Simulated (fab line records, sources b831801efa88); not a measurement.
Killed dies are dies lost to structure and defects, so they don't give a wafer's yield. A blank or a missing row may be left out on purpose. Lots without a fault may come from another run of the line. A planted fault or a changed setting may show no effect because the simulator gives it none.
Which tool did it? | flow sky130 | 6 lots, 18 wafers sampled, at 3 steps of a route of 708

WHAT THE GAUGES READ, wafer by wafer
SKY_LDD_P_CD_MEAS_07: target cd 380 nm.
lot  | measured     | on        | cd_nm (nm)
L210 | day 19 07:56 | cd_sem-02 | 380.6 381.1 381.1
L212 | day 19 19:29 | cd_sem-02 | 379.1 378.7 376.1
L214 | day 21 16:04 | cd_sem-01 | 378.2 380.2 381.1
L223 | day 23 22:36 | cd_sem-02 | 272.6 275.0 273.1
L227 | day 25 18:08 | cd_sem-01 | 377.2 379.8 379.7
L232 | day 27 08:54 | cd_sem-02 | 380.9 378.9 379.7

WHICH TOOL RAN EACH LOT (tool, then ch and the chambers of the sampled wafers, then the start)
lot  | SKY_SONOS_ONO_ETCH_15              | SKY_LDD_P_DEVELOP_06
L210 | rie_diel-03 ch 0,1,2, day 13 02:44 | litho_track-04 ch 0, day 19 07:47
L212 | rie_diel-03 ch 0,1,3, day 13 12:17 | litho_track-04 ch 0, day 19 19:20
L214 | rie_diel-03 ch 0,3, day 14 22:29   | litho_track-04 ch 0, day 21 15:55
L223 | rie_diel-03 ch 0,2,3, day 17 07:23 | litho_track-01 ch 0, day 23 22:25
L227 | rie_diel-03 ch 0,1,2, day 18 21:56 | litho_track-03 ch 0, day 25 17:59
L232 | rie_diel-03 ch 1,2, day 20 19:17   | litho_track-03 ch 0, day 27 08:46
- SKY_SONOS_ONO_ETCH_15: etches the open film in CHF3/O2, target depth 19.52 nm, time 7.8 s.
- SKY_LDD_P_DEVELOP_06: develop time 60 s.

THE ANSWER, worked out from the rows above alone
Rule: what is usual is taken from the lots themselves. Put in order of their means at a reading, lots are off if they are a third of the lots or fewer, leave a main group of 4 or more, and stand apart from it by a gap of 3 or more times the standard deviation of the main group's means; of several such gaps the widest counts. A main group whose means are all the same, to the digits that the tables above print for the reading, isn't used. A lot without any number at a reading at which 4 lots or more have one is off too. The other lots that the step has rows for count as sound.
Off: L223, at SKY_LDD_P_CD_MEAS_07 (cd_nm). The main group: mean 379.5 nm, standard deviation 1.
A tool fits if, at a process step before that reading, it ran every lot that is off, and no sound lot after the first of them. The gauges at SKY_LDD_P_CD_MEAS_07 are tried like those tools. One fits: litho_track-01 at SKY_LDD_P_DEVELOP_06. It ran no sound lot before its first lot that is off in this sample, so the start can't be narrowed down.

WHAT THE SIMULATOR HAD PUT IN
Process parameter drift: litho_track-01, from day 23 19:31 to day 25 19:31, at SKY_LDD_P_DEVELOP_06. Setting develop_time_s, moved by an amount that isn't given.
Lots struck among those shown: L223. The rule above found the same.
